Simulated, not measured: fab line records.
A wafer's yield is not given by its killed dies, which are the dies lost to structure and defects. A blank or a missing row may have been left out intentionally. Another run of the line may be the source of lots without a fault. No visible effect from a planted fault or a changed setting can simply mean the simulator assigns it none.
A lot that was struck, set against a sound lot :: flow sky130 :: 17 steps out of a route of 708
Sound: wafers L721.3, L721.4, L721.5. Wafers struck: L720.3, L720.5, L720.6. The cause is named last.
Each step with rows lists, per side, the tool, then ch with its chambers, then its first start. Under that, the readings that differ: sound wafers :: struck wafers :: difference of the means :: sigmas: that difference in standard deviations of wafers without a fault.
alike: readings whose means differ by less than 2 such deviations, and words and numbers that are the same on both sides. not compared: withheld readings, readings that some wafer has no value for, bounds like >300 that may hide the same value, and numbers for which the record gives no deviation and whose values overlap.
Wherever a step has rows on one side only, a row that says differs or no value, or a row with sigmas, the two part there. When numbers do not overlap yet have no deviation, they are printed without sigmas and do not part them. Lack of a reading on every wafer of one side parts them only where that side has two or more wafers.

first, 2 steps without rows for these wafers: SKY_CONTACT_PEB_12; SKY_CONTACT_DEVELOP_13 (develop time 60 s).
SKY_CONTACT_CD_MEAS_14: target cd 170 nm.
  sound: cdSem-02 at day 37 11:14; struck: cdSem-01 at day 37 01:39
  alike: cdNm
SKY_CONTACT_OVL_MEAS_15:
  sound: overlay-01 at day 37 11:20; struck: overlay-01 at day 37 01:44
  alike: CONTACT_OVL
SKY_CONTACT_ETCH_16: etches BARC in N2/H2, stops on SiO2, time 45.9 s, target depth 60 nm.
  sound on rieDiel-03 ch 0,2, day 37 11:21; struck on rieDiel-04 ch 1,2, day 37 01:46
  alike: drypumpMotorCurrentA, oesProductAu, throttleValvePct
  not compared: rfHoursCounterH
SKY_CONTACT_ETCH_17: etches SiO2 in C4F8/O2/Ar, stops on Si3N4, target depth 340 nm.
  sound on rieDiel-03 ch 0,2, day 37 11:23; struck on rieDiel-04 ch 1,2, day 37 01:49
  alike: oesProductAu
SKY_CONTACT_ETCH_18: etches Si3N4 in CHF3/O2, stops on TiN, time 39 s, target depth 75 nm.
  sound: rieDiel-03 ch 0,2; struck: rieDiel-04 ch 1,2
  alike: O2_flow_sccm, drypumpMotorCurrentA, oesProductAu, throttleValvePct
  not compared: rfHoursCounterH
SKY_CONTACT_STRIP_19: strips in O2/N2.
  sound on plasmaAsher-04 ch 0,1, day 37 11:31; struck on plasmaAsher-04 ch 0,1, day 37 01:56
  alike: drypumpMotorCurrentA, oesProductAu, stripTimeToEndpointS
  not compared: rfHoursCounterH
then, 3 steps without rows for these wafers: SKY_CONTACT_STRIP_20 (strips in post etch residue remover, time 1200 s); SKY_CONTACT_CLEAN_21 (cleans in IPA, time 180 s); SKY_CONTACT_CLEAN_22 (cleans in O3/DIW).
SKY_CONTACT_SPUTTER_23: material TiN, target thk 20 nm, time 80 s.
  sound: pvdSputter-02 at day 37 12:04; struck: pvdSputter-02 at day 37 02:30
  alike: throttleValvePct
SKY_CONTACT_CVD_24: deposits W, target thk 340 nm, time 102.12 s.
  sound on cvdW-01 ch 0,1, day 37 12:10; struck on cvdW-01 ch 0,1, day 37 02:36
  no value came back on the struck wafers for chamberPressureTorr (Torr), heaterPowerOuterW (W), heaterPowerW (W); on the sound wafers chamberPressureTorr (Torr) reads 40.08 40.01 40.01
SKY_CONTACT_RS_MEAS_25: the measuring method here is four-point-probe.
  sound: filmMetro-01 at day 37 12:17; struck: filmMetro-03 at day 37 02:43
reading: CONTACT_W_RS (ohm/sq)
sound: 0.332 0.331 0.329
struck: 57.438 57.909 56.977
difference: +57.111
sigmas: +99 or more
SKY_CONTACT_THK_MEAS_26: measures by xrf.
  sound: filmMetro-01 at day 37 12:23; struck: filmMetro-03 at day 37 02:49
  not compared: CONTACT_W_THK
SKY_CONTACT_CMP_27: polishes, stops on SiO2, t overpolish 15 s, target thk 0 nm.
  sound on cmp-02 ch 1,2, day 37 12:29; struck on cmp-01 ch 0,1,3, day 37 03:00
reading: timeToEndpointS (s)
sound: 86 84 87
struck: 2 0 5
difference: -83
sigmas: -24
  alike: motorCurrentA
-- the record jumps here: 13 days lie between the struck wafers' starts before and after (it left off in module CONTACT and takes up again in module PAD_OPEN, whose first step shown is number 708 of the route) --
SKY_PAD_OPEN_PROBE_99:
  sound: prober-02 at day 49 23:22; struck: prober-01 at day 49 22:32
reading: killedAtContacts
sound: 35 19 23
struck: 422 422 437
difference: +401
sigmas: +76

reading: killedDies
sound: 94 75 83
struck: 492 492 492
difference: +408
sigmas: +44

reading: killedOnRim
sound: 18 14 19
struck: 96 96 96
difference: +79
sigmas: +20
  alike: killed_at_M0_to_M3, killed_at_M4_up, killedAtFrontEnd, killedAtOther, killedOpen, killedShort

WHERE THEY PART
First at SKY_CONTACT_CVD_24; last, within this record, at SKY_PAD_OPEN_PROBE_99.

WHY: what had been put in by the simulator
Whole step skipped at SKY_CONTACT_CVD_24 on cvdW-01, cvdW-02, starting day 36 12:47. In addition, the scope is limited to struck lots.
